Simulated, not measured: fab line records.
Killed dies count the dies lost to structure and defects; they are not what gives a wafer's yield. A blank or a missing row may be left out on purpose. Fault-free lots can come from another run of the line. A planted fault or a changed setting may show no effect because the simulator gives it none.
2 desks looking at one fault + flow sky130 + numbers are kept per desk, each desk with only its own; the story behind them comes last

== THE TOOL OWNER'S DESK: rieDiel-01 ==
The tool's own readings at SKY_VIA2_ETCH_14 (etches BARC in N2/H2, stops on SiO2, time 45.9 s, target depth 60 nm): means of the sampled wafers that have a number, for each lot that ran on this tool. Any lot whose mean is over 4 standard deviations away from the usual mean is out of limits and marked OUT; that distance is given in the brackets.
Columns: A = drypumpMotorCurrentA at SKY_VIA2_ETCH_14, usual 5.8 A; B = oesProductAu at SKY_VIA2_ETCH_14, usual 0.854 a.u.; C = runLengthS at SKY_VIA2_ETCH_14, usual 74.3 s; D = throttleValvePct at SKY_VIA2_ETCH_14, usual 13.224 %
| lot  | first seen here | A   | B               | C              | D      |
|------|-----------------|-----|-----------------|----------------|--------|
| L211 | day 37 16:44    | 5.7 | 0.858           | 74.4           | 13.220 |
| L213 | day 38 06:06    | 5.9 | 0.853           | 74.3           | 13.227 |
| L215 | day 39 01:23    | 5.9 | 0.850           | 74.5           | 13.229 |
| L218 | day 39 16:35    | 5.7 | 0.850           | 74.3           | 13.231 |
| L219 | day 39 22:30    | 5.8 | 0.849           | 74.3           | 13.219 |
| L223 | day 41 08:21    | 5.6 | 0.944 (+18) OUT | 64.0 (-30) OUT | 13.223 |
| L226 | day 41 20:26    | 5.4 | 0.958 (+21) OUT | 64.1 (-29) OUT | 13.244 |
This desk finds L223, L226 out of limits, L223 being first, at day 41 08:21 (oesProductAu at SKY_VIA2_ETCH_14). L211, L213, L215, L218, L219: within limits.

== THE METROLOGY DESK ==
What the gauges read for every lot (on any tool): the sampled wafers with a number, averaged. Any lot whose mean is over 4 standard deviations away from the usual mean is out of limits and marked OUT; that distance is given in the brackets.
Columns: A = cdNm at SKY_VIA1_CD_MEAS_12, usual 149.9 nm; B = cdNm at SKY_METAL2_CD_MEAS_15, usual 140.0 nm
| lot  | first seen here | A     | B     |
|------|-----------------|-------|-------|
| L211 | day 35 08:23    | 150.5 | 138.0 |
| L210 | day 35 09:27    | 149.6 | 138.0 |
| L212 | day 35 19:37    | 149.8 | 140.4 |
| L213 | day 35 21:20    | 152.1 | 138.8 |
| L215 | day 36 17:53    | 148.7 | 142.3 |
| L216 | day 36 21:15    | 149.1 | 141.5 |
| L217 | day 37 06:03    | 148.6 | 139.0 |
| L218 | day 37 08:14    | 147.5 | 141.0 |
| L219 | day 37 13:06    | 147.9 | 139.8 |
| L222 | day 39 02:09    | 152.9 | 141.3 |
| L223 | day 39 03:28    | 149.5 | 139.7 |
| L226 | day 39 14:51    | 151.6 | 141.2 |
| L231 | day 41 10:54    | 148.7 | 142.2 |
| L232 | day 41 13:16    | 149.1 | 141.4 |
This desk found nothing out of limits on any of the 14 lots.

== TAKEN TOGETHER ==
The tool owner's desk had the chance to raise an alarm at day 41 08:21 on L223, L226.
At the metrology desk, nothing out of limits was observed.
The metrology desk has L223, L226 on record, within its limits.
Every lot named ran SKY_VIA2_ETCH_14 on rieDiel-01.

== WHAT HAD BEEN PUT IN BY THE SIMULATOR ==
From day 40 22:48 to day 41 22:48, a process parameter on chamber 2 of rieDiel-01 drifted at SKY_VIA2_ETCH_14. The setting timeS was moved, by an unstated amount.
Lots struck among those shown: L223, L226.
Delay in hours, fault start to first out-of-limits reading, by desk: the tool owner's desk at 10.
